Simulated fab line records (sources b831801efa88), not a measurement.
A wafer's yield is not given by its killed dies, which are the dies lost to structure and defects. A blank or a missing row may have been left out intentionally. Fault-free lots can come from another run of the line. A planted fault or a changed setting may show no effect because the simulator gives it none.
A struck lot beside a sound one + flow sky130 + 29 steps out of a route of 708
Sound: wafers L650.1, L650.2, L650.3. The struck wafers were L657.2, L657.3, L657.5. Last of all comes the cause.
Per side, at each step with rows, come the tool, then ch with its chambers, and then its first start. Under that, the readings that differ: sound wafers + struck wafers + difference of the means + sigmas: that difference in standard deviations of wafers without a fault.
alike: words and numbers the same on both sides, and readings whose means are apart by under 2 such deviations; not compared: readings that were withheld, readings missing a value for some wafer, numbers with overlapping values and no deviation given by the record, and bounds like >300 which may hide the same value.
A row with sigmas, a row that says differs or no value, or rows on one side alone: a step with any of these is where the two part. Non-overlapping numbers with no deviation appear without sigmas and do not part them. A reading that every wafer of one side lacks parts them only if that side has two wafers or more.

SKY_POLY_GATE_CD_MEAS_13: target cd 150 nm.
  sound: cd-sem-02 at day 20 05:32; struck: cd-sem-02 at day 23 05:51
  alike: cd-nm
SKY_POLY_GATE_OVL_MEAS_14:
  sound: overlay-01 at day 20 05:39; struck: overlay-02 at day 23 05:58
  alike: POLY_GATE_OVL
SKY_POLY_GATE_ETCH_15: etches BARC in N2/H2, stops on SiO2, time 118.5 s, target depth 110 nm.
  sound on rie-diel-04 ch 1,2,3, day 20 05:41; struck on rie-diel-02 ch 2,3, day 23 05:59
  alike: drypump-motor-current-A, oes-product-au, throttle-valve-pct
  not compared: rf-hours-counter-h
SKY_POLY_GATE_ETCH_16: etches Si3N4 in CH3F/O2, stops on poly-Si, time 147.5 s, target depth 75 nm.
  sound on rie-diel-04 ch 1,2,3, day 20 05:46; struck on rie-diel-02 ch 2,3, day 23 06:04
  alike: drypump-motor-current-A, oes-product-au, throttle-valve-pct
  not compared: rf-hours-counter-h
SKY_POLY_GATE_ETCH_17: etches poly-Si in HBr/Cl2, stops on SiO2, target depth 180 nm, time 70.5 s.
  sound on rie-si-01 ch 0,2,3, day 20 05:52; struck on rie-si-02 ch 0,1, day 23 06:10
  alike: drypump-motor-current-A, oes-product-au, throttle-valve-pct
  not compared: rf-hours-counter-h
SKY_POLY_GATE_STRIP_18: strips in O2/N2.
  sound on plasma-asher-04 ch 0,1, day 20 05:55; struck on plasma-asher-02 ch 0, day 23 06:14
  alike: drypump-motor-current-A, o2-flow-sccm, oes-product-au, strip-time-to-endpoint-s
  not compared: rf-hours-counter-h
then, 2 steps without rows for these wafers: SKY_POLY_GATE_CLEAN_19 (cleans in SC1/SC2, time 150 s); SKY_POLY_GATE_OXIDATION_20 (stabilise 600 s, purge 300 s, target thk 4 nm).
SKY_POLY_GATE_THK_MEAS_21:
  sound: film-metro-04 at day 20 12:25; struck: film-metro-02 at day 23 08:23
  alike: POLY_GATE_OXIDATION_THK
SKY_POLY_GATE_CD_MEAS_22:
  sound: cd-sem-02 at day 20 12:29; struck: cd-sem-02 at day 23 08:28
  alike: cd-nm
then, 2 steps without rows for these wafers: SKY_LDD_N_DEHYDRATE_00 (time 60 s); SKY_LDD_N_HMDS_01 (prime time 60 s).
SKY_LDD_N_COAT_02: resist thk 300 nm.
  sound on litho-track-01 ch 0, day 21 03:31; struck on litho-track-02 ch 0, day 23 22:01
| reading                                    | sound         | struck            | difference | sigmas |
|--------------------------------------------|---------------|-------------------|------------|--------|
| model.NOVOLAK_of_LDD_N_COAT_02.thk-nm (nm) | 300.5 300 301 | 386.1 386.6 387.4 | +86.2      |        |
  alike: resist-line-temp-C
then, 3 steps without rows for these wafers: SKY_LDD_N_SOFTBAKE_03 (time 60 s); SKY_LDD_N_EXPOSE_04 (exposes mask NTM, target cd 840 nm); SKY_LDD_N_PEB_05.
SKY_LDD_N_DEVELOP_06: develop time 60 s.
  sound on litho-track-02 ch 0, day 21 18:14; struck on litho-track-02 ch 0, day 24 13:28
| reading                                    | sound             | struck            | difference | sigmas |
|--------------------------------------------|-------------------|-------------------|------------|--------|
| model.NOVOLAK_of_LDD_N_COAT_02.thk-nm (nm) | 300.1 299.6 300.6 | 385.7 386.2 387   | +86.2      |        |
| model.LDD_N.cd-nm (nm)                     | 840.4 839.7 837.4 | 829.8 831.1 831.5 | -8.4       |        |
  alike: resist-line-temp-C
SKY_LDD_N_OVL_MEAS_07:
  sound: overlay-02 at day 21 18:23; struck: overlay-02 at day 24 13:36
  alike: LDD_N_OVL
then, 8 steps without rows for these wafers: SKY_LDD_N_IMPLANT_08; SKY_LDD_N_IMPLANT_09; SKY_LDD_N_IMPLANT_10; SKY_LDD_N_IMPLANT_11; SKY_LDD_N_IMPLANT_12; SKY_LDD_N_IMPLANT_13; SKY_LDD_N_IMPLANT_14; SKY_LDD_N_IMPLANT_15.
SKY_LDD_N_STRIP_16: strips in O2/N2.
  sound on plasma-asher-03 ch 0,1, day 21 19:38; struck on plasma-asher-04 ch 0,1, day 24 14:50
| reading                      | sound             | struck            | difference | sigmas |
|------------------------------|-------------------|-------------------|------------|--------|
| oes-product-au (a.u.)        | 0.413 0.407 0.408 | 0.452 0.451 0.456 | +0.044     | +9     |
| strip-time-to-endpoint-s (s) | 4.319 4.297 4.324 | 5.419 5.417 5.434 | +1.110     | +74    |
  alike: drypump-motor-current-A, o2-flow-sccm
  not compared: rf-hours-counter-h
SKY_LDD_N_TW_MEAS_17:
  sound: film-metro-04 at day 21 19:44; struck: film-metro-04 at day 24 14:56
  alike: LDD_N_TW
-- a jump in the record: the struck wafers' starts before and after are 26 days apart (it breaks off in module LDD_N and resumes in module PAD_OPEN, where the first step shown is number 708 of the route) --
SKY_PAD_OPEN_PROBE_99:
  only the struck wafers here have rows in the record (prober-01, day 50 03:28); the sound ones have none

## WHERE THEY PART
Earliest at SKY_LDD_N_STRIP_16; latest, in this record, at SKY_PAD_OPEN_PROBE_99.

WHY: what had been put in by the simulator
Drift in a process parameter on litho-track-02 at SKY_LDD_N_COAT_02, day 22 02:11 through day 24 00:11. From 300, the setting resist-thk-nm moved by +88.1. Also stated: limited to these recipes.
